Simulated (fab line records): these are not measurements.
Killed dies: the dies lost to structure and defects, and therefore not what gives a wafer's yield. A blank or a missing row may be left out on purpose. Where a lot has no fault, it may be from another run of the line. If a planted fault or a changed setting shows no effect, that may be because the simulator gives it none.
One fault seen from 2 desks    flow sky130    every desk sees just its own numbers, and what lay behind them comes last

DESK OF THE TOOL OWNER: furnace-01
The tool's own readings at SKY_GATE_OXIDE_OXIDATION_01 (stabilise 600 s, purge 300 s, target thk 10.268 nm): means of the sampled wafers that have a number, for each lot that ran on this tool. If a lot's mean is further than 4 standard deviations from the usual mean, the lot is out of limits and carries the mark OUT (the distance appears in the brackets).
Columns: A = ox_temp_c_max at SKY_GATE_OXIDE_OXIDATION_01, usual 902.6; B = spike_tc_lower_C at SKY_GATE_OXIDE_OXIDATION_01, usual 900.6 C
lot   first seen here  A      B
L611  day 13 21:12     903.2  901.7
L612  day 13 21:12     903.3  902.1
L622  day 16 23:40     902.0  902.3
L625  day 18 15:19     902.7  901.2
Result from this desk: across the 4 lots, nothing is out of limits.

THE METROLOGY DESK
What the gauges read, lot by lot, whatever tool the lot ran on: means of the sampled wafers that have a number. If a lot's mean is further than 4 standard deviations from the usual mean, the lot is out of limits and carries the mark OUT (the distance appears in the brackets).
Columns: A = SONOS_ONO_OVL at SKY_SONOS_ONO_OVL_MEAS_14, usual 1.3 nm; B = GATE_OXIDE_OXIDATION_00_THK at SKY_GATE_OXIDE_THK_MEAS_02, usual 10.18 nm
lot   first seen here  A     B
L609  day 12 21:57     1.9   10.12
L612  day 13 17:24     0.5   10.00
L611  day 13 17:31     0.7   10.77
L615  day 14 20:30     0.6   9.73
L618  day 15 15:23     -0.0  10.07
L622  day 16 22:07     2.3   6.00 (-16) OUT
L623  day 17 11:57     0.2   10.18
L624  day 17 21:28     0.8   10.26
L625  day 18 14:35     2.0   6.09 (-16) OUT
L629  day 19 11:11     1.2   10.11
L631  day 20 16:02     2.1   9.80
L632  day 21 02:36     1.0   9.94
This desk reports L622, L625 out of limits; the earliest was L622 at day 17 01:05 (GATE_OXIDE_OXIDATION_00_THK at SKY_GATE_OXIDE_THK_MEAS_02). In limits: L609, L612, L611, L615, L618, L623, L624, L629, L631, L632.

ALL TOGETHER
At day 17 01:05 the metrology desk could have sounded an alarm, on L622, L625.
Nothing out of limits was seen by the tool owner's desk.
The tool owner's desk has L622, L625 on record, within its limits.
Every lot named ran SKY_GATE_OXIDE_OXIDATION_01 on furnace-01.

WHAT THE SIMULATOR HAD PUT IN
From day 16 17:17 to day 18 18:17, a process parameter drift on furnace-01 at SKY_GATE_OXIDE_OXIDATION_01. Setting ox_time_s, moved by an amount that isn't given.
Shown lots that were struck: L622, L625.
Hours from the fault's start to each desk's first reading out of limits: the metrology desk, 8.
